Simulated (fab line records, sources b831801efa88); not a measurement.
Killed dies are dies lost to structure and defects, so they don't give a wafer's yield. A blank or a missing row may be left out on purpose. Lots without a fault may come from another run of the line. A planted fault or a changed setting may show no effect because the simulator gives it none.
Which tool did it? | flow sky130 | 11 lots, 33 wafers sampled, at 2 steps of a route of 708

WHAT THE GAUGES READ, wafer by wafer
SKY_SPACER_THK_MEAS_01.
lot  | measured     | on            | SPACER_CVD_00_THK (nm)
L750 | day 22 12:05 | film_metro-01 | 43.1 42.9 42.8
L751 | day 22 21:07 | film_metro-01 | 43.2 43.2 43.4
L752 | day 23 18:17 | film_metro-03 | 42.6 42.5 42.8
L753 | day 24 00:56 | film_metro-04 | 43.2 43.1 43.0
L754 | day 24 08:05 | film_metro-01 | 41.6 41.2 41.8
L755 | day 24 22:02 | film_metro-04 | 42.4 43.0 42.8
L756 | day 25 03:58 | film_metro-01 | 42.9 43.0 43.1
L757 | day 25 11:37 | film_metro-01 | 43.2 43.1 43.4
L758 | day 25 14:10 | film_metro-01 | 42.3 42.9 42.2
L764 | day 27 18:26 | film_metro-01 | 37.7 37.5 37.7
L765 | day 28 10:14 | film_metro-04 | 37.2 37.0 37.3

WHICH TOOL RAN EACH LOT (tool, then ch and the chambers of the sampled wafers, then the start)
lot  | SKY_SPACER_CVD_00
L750 | lpcvd-02 ch 0, day 22 10:53
L751 | lpcvd-02 ch 1, day 22 19:55
L752 | lpcvd-02 ch 1, day 23 17:04
L753 | lpcvd-02 ch 1, day 23 23:44
L754 | lpcvd-02 ch 0, day 24 06:53
L755 | lpcvd-02 ch 0, day 24 20:50
L756 | lpcvd-02 ch 1, day 25 02:45
L757 | lpcvd-02 ch 0, day 25 10:24
L758 | lpcvd-02 ch 0, day 25 12:58
L764 | lpcvd-02 ch 1, day 27 17:14
L765 | lpcvd-02 ch 0, day 28 08:26
- SKY_SPACER_CVD_00: deposits Si3N4 from DCS/NH3, target thk 43.1 nm, time 740 s.

THE ANSWER, worked out from the rows above alone
Rule: what is usual is taken from the lots themselves. Put in order of their means at a reading, lots are off if they are a third of the lots or fewer, leave a main group of 4 or more, and stand apart from it by a gap of 3 or more times the standard deviation of the main group's means; of several such gaps the widest counts. A main group whose means are all the same, to the digits that the tables above print for the reading, isn't used. A lot without any number at a reading at which 4 lots or more have one is off too. The other lots that the step has rows for count as sound.
Off: L764, L765, at SKY_SPACER_THK_MEAS_01 (SPACER_CVD_00_THK). The main group: mean 42.8 nm, standard deviation 0.5.
A tool fits if, at a process step before that reading, it ran every lot that is off, and no sound lot after the first of them. The gauges at SKY_SPACER_THK_MEAS_01 are tried like those tools. One fits: lpcvd-02 at SKY_SPACER_CVD_00. Its last sound lot is L758 (day 25 12:58), its first lot that is off L764 (day 27 17:14): a fault that began between those two fits.

WHAT THE SIMULATOR HAD PUT IN
Process parameter drift: lpcvd-02, from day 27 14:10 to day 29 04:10, at SKY_SPACER_CVD_00. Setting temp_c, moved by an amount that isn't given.
Lots struck among those shown: L764, L765. The rule above found the same.
